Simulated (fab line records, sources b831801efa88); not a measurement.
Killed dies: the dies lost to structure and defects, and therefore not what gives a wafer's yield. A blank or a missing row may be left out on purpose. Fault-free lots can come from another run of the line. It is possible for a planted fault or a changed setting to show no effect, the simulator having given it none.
What tool caused it? | flow sky130 | 36 wafers from 12 lots sampled at 3 of the route's 708 steps

WHAT THE GAUGES READ, wafer by wafer
SKY_VIA1_THK_MEAS_01. Usual: for VIA1_HDPCVD_THK the level is 1020 nm and the standard deviation is 16.
lot  | measured     | on            | VIA1_HDPCVD_THK (nm) | flag
L730 | day 33 16:56 | film metro-02 | 1027 1034 1035       |
L731 | day 33 21:32 | film metro-04 | 1009 1029 1038       |
L732 | day 34 13:34 | film metro-04 | 1029 1012 1004       |
L733 | day 34 16:19 | film metro-03 | 1025 1037 1029       |
L735 | day 35 00:35 | film metro-03 | 1046 1028 1055       |
L737 | day 35 14:14 | film metro-04 | 1030 1033 1031       |
L740 | day 36 11:50 | film metro-02 | 1013 1024 986        |
L741 | day 36 18:11 | film metro-04 | 1026 1012 1047       |
L744 | day 38 08:17 | film metro-02 | 1013 994 1013        |
L746 | day 38 20:20 | film metro-02 | 992 1035 986         |
L748 | day 39 01:45 | film metro-03 | 1016 1009 1024       |
L751 | day 39 23:17 | film metro-04 | 1010 1039 1016       |

TOOL THAT RAN EACH LOT (tool first, then ch and the chambers of the sampled wafers, then the start)
lot  | SKY_METAL1_DESCUM_17              | SKY_METAL1_ETCH_18
L730 | rie metal-03 ch 0,1, day 33 16:04 | rie metal-03 ch 0,1, day 33 16:05
L731 | rie metal-03 ch 0, day 33 20:24   | rie metal-03 ch 0, day 33 20:28
L732 | rie metal-03 ch 0,1, day 34 12:35 | rie metal-03 ch 0,1, day 34 12:37
L733 | rie metal-04 ch 0,1, day 34 15:17 | rie metal-04 ch 0,1, day 34 15:19
L735 | rie metal-01 ch 0,1, day 34 23:41 | rie metal-01 ch 0,1, day 34 23:43
L737 | rie metal-01 ch 0,1, day 35 13:21 | rie metal-01 ch 0,1, day 35 13:23
L740 | rie metal-01 ch 0,1, day 36 10:54 | rie metal-01 ch 0,1, day 36 10:56
L741 | rie metal-03 ch 0,1, day 36 17:18 | rie metal-03 ch 0,1, day 36 17:20
L744 | rie metal-03 ch 0,1, day 38 07:21 | rie metal-03 ch 0,1, day 38 07:23
L746 | rie metal-04 ch 0,1, day 38 19:26 | rie metal-04 ch 0,1, day 38 19:28
L748 | rie metal-03 ch 0,1, day 39 00:52 | rie metal-03 ch 0,1, day 39 00:53
L751 | rie metal-01 ch 0,1, day 39 22:23 | rie metal-01 ch 0,1, day 39 22:25
- SKY_METAL1_DESCUM_17: chemistry O2, time 8 s.
- SKY_METAL1_ETCH_18: etches BARC in N2/H2, stops on SiO2, time 45.9 s, target depth 60 nm.

WHAT THE TOOLS THEMSELVES READ (means of the sampled wafers that have a number; where no wafer has one, the mark that the record gives instead)
SKY_METAL1_DESCUM_17. Usual: drypump motor current A 5.62 A, standard deviation 0.16; oes product au 0.987 a.u., standard deviation 0.013.
lot  | tool         | drypump motor current A (A) | oes product au (a.u.) | flag
L730 | rie metal-03 | 5.72                        | 0.981                 |
L731 | rie metal-03 | 5.78                        | 0.969                 |
L732 | rie metal-03 | 5.72                        | 0.981                 |
L733 | rie metal-04 | 5.52                        | 0.998                 |
L735 | rie metal-01 | 5.56                        | 1.000                 |
L737 | rie metal-01 | 5.45                        | 1.010                 |
L740 | rie metal-01 | 5.58                        | 1.001                 |
L741 | rie metal-03 | 5.69                        | 0.977                 |
L744 | rie metal-03 | 5.67                        | 0.979                 |
L746 | rie metal-04 | 5.53                        | 0.998                 |
L748 | rie metal-03 | 5.68                        | 0.989                 |
L751 | rie metal-01 | 5.45                        | 0.998                 |

SKY_METAL1_ETCH_18. Usual: drypump motor current A 5.63 A, standard deviation 0.16; oes product au 0.854 a.u., standard deviation 0.0048; throttle valve pct 13.225 %, standard deviation 0.0097.
lot  | tool         | drypump motor current A (A) | oes product au (a.u.) | throttle valve pct (%) | flag
L730 | rie metal-03 | 5.75                        | 0.858                 | 13.224                 |
L731 | rie metal-03 | 5.83                        | 0.852                 | 13.223                 |
L732 | rie metal-03 | 5.71                        | 0.853                 | 13.222                 |
L733 | rie metal-04 | 5.53                        | 0.857                 | 13.243                 |
L735 | rie metal-01 | 5.57                        | 0.853                 | 13.218                 |
L737 | rie metal-01 | 5.46                        | 0.856                 | 13.224                 |
L740 | rie metal-01 | 5.56                        | 0.852                 | 13.233                 |
L741 | rie metal-03 | 5.70                        | 0.853                 | 13.230                 |
L744 | rie metal-03 | 5.71                        | 0.854                 | 13.219                 |
L746 | rie metal-04 | 5.53                        | 0.858                 | 13.224                 |
L748 | rie metal-03 | 5.68                        | 0.855                 | 13.219                 |
L751 | rie metal-01 | 5.45                        | 0.860                 | 13.215                 |

THE ANSWER, worked out from the rows above alone
Rule: take the mean of a lot's wafers that have a number; if it is more than 3 standard deviations from the usual mean, the lot is off. A lot without any number at a reading at which 4 lots or more have one is off too. Any other lot the step has rows for is counted as sound. Order of review: gauges by route order, followed by the tools' own readings, for which a lot's mean as printed above is used. At the first step where some lot is off, the reading lying furthest off is the one used; lots without a number count as furthest.
No lot is off at any reading shown: from this, nothing can be told.

WHAT THE SIMULATOR HAD PUT IN
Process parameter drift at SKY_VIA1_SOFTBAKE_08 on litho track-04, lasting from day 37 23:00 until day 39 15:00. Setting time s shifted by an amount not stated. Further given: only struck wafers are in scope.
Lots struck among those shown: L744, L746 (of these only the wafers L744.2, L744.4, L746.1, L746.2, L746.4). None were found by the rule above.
